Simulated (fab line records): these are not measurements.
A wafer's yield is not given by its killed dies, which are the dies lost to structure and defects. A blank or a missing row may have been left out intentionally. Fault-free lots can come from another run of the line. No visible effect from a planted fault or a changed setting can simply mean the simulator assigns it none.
Chamber matching | flow gf180mcu | GF_CONTACT_CMP_27 on cmp-02: 4 sister chambers
The step polishes, stops on SiO2, t overpolish 15 s, target thk 0 nm. 7 wafers are shown with their chamber, then 7 later ones without.

== WAFERS PAIRED WITH THEIR CHAMBERS ==
wafer  | chamber | motor_current_A (A) | head_pressure_psi (psi)
L103.1 | 2       | 11.7                | 3.514
L104.5 | 0       | 9.6                 | 3.507
L110.3 | 0       | 9.5                 | 3.500
L110.4 | 3       | 10.1                | 3.504
L110.6 | 1       | 11.4                | 3.501
L114.2 | 1       | 11.4                | 3.495
L114.3 | 3       | 9.6                 | 3.506

== WAFERS WITHOUT THEIR CHAMBER ==
wafer  | motor_current_A (A) | head_pressure_psi (psi)
L114.6 | 9.3                 | 3.500
L118.2 | 11.9                | 3.499
L118.5 | 11.5                | 3.493
L118.6 | 10.6                | 3.490
L119.1 | 9.4                 | 3.505
L119.2 | 11.2                | 3.503
L119.3 | 12.2                | 3.502

== WHICH CHAMBER EACH WENT THROUGH ==
wafer  | from the rows above          | in truth
L114.6 | can't be placed: 0 or 3      | 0
L118.2 | can't be placed: 1 or 2      | 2
L118.5 | 1                            | 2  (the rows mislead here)
L118.6 | can't be placed: 1 or 3 or 0 | 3
L119.1 | can't be placed: 0 or 3      | 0
L119.2 | 1                            | 1
L119.3 | can't be placed: 2 or 1      | 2
Correctly placed: 1 of 7. Unplaceable from these rows: 5, with the true chamber sitting among the candidates in 5. Placed wrongly: 1.
How it was worked out, from the rows above alone: a wafer's distance from a chamber is the root of the sum, over the readings, of the square of ((its reading less the chamber's mean) divided by the reading's scatter). If the next closest chamber is less than 2 further off than the closest, the wafer can't be placed; otherwise it belongs to the closest. A chamber's mean is the mean of its shown wafers. The scatter is the square root of a quotient: the sum, over the shown wafers, of each reading's squared deviation from its chamber's mean, divided by wafers minus chambers.
